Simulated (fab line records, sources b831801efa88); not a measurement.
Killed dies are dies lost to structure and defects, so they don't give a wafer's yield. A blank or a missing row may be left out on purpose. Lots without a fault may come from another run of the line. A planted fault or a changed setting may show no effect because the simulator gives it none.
Which tool did it? | flow gf180mcu | 7 lots, 21 wafers sampled, at 4 steps of a route of 602

WHAT THE GAUGES READ, wafer by wafer
GF_V5_OVL_MEAS_15.
lot  | measured     | on         | V5_OVL (nm)
L142 | day 27 12:25 | overlay-02 | 0 -3 1
L145 | day 28 15:52 | overlay-01 | 5 4 -1
L148 | day 29 09:04 | overlay-01 | -4 9 7
L151 | day 30 13:28 | overlay-01 | 2 4 -1
L159 | day 32 19:01 | overlay-01 | 6 -2 3
L162 | day 33 05:33 | overlay-01 | 5 3 9
L164 | day 33 17:26 | overlay-01 | -15 -1 4

WHICH TOOL RAN EACH LOT (tool, then ch and the chambers of the sampled wafers, then the start)
lot  | GF_MIM_SPUTTER_08            | GF_V5_CVD_02                    | GF_V5_DEVELOP_13
L142 | pvd_sputter-04, day 24 20:09 | pecvd-03 ch 0,1, day 26 15:29   | litho_track-04 ch 0, day 27 12:08
L145 | pvd_sputter-01, day 26 01:19 | pecvd-02 ch 0,1,2, day 27 20:05 | litho_track-02 ch 0, day 28 15:35
L148 | pvd_sputter-04, day 26 20:55 | pecvd-04 ch 0,1, day 28 13:08   | litho_track-04 ch 0, day 29 08:47
L151 | pvd_sputter-01, day 28 03:51 | pecvd-02 ch 0,2, day 29 18:16   | litho_track-04 ch 0, day 30 13:11
L159 | pvd_sputter-01, day 30 13:09 | pecvd-04 ch 2, day 32 01:22     | litho_track-02 ch 0, day 32 18:44
L162 | pvd_sputter-03, day 31 00:34 | pecvd-03 ch 0,2, day 32 12:11   | litho_track-03 ch 0, day 33 05:18
L164 | pvd_sputter-04, day 31 14:46 | pecvd-04 ch 0,1,2, day 33 00:42 | litho_track-03 ch 0, day 33 17:10
- GF_MIM_SPUTTER_08: material AlCu, target thk 200 nm, time 10.6 s.
- GF_V5_CVD_02: deposits SiO2 from TEOS, target thk 1450 nm, time 163.28 s.
- GF_V5_DEVELOP_13: develop time 60 s.

THE ANSWER, worked out from the rows above alone
Rule: what is usual is taken from the lots themselves. Put in order of their means at a reading, lots are off if they are a third of the lots or fewer, leave a main group of 4 or more, and stand apart from it by a gap of 3 or more times the standard deviation of the main group's means; of several such gaps the widest counts. A main group whose means are all the same, to the digits that the tables above print for the reading, isn't used. A lot without any number at a reading at which 4 lots or more have one is off too. The other lots that the step has rows for count as sound.
No lot is off at any reading shown: from this, nothing can be told.

WHAT THE SIMULATOR HAD PUT IN
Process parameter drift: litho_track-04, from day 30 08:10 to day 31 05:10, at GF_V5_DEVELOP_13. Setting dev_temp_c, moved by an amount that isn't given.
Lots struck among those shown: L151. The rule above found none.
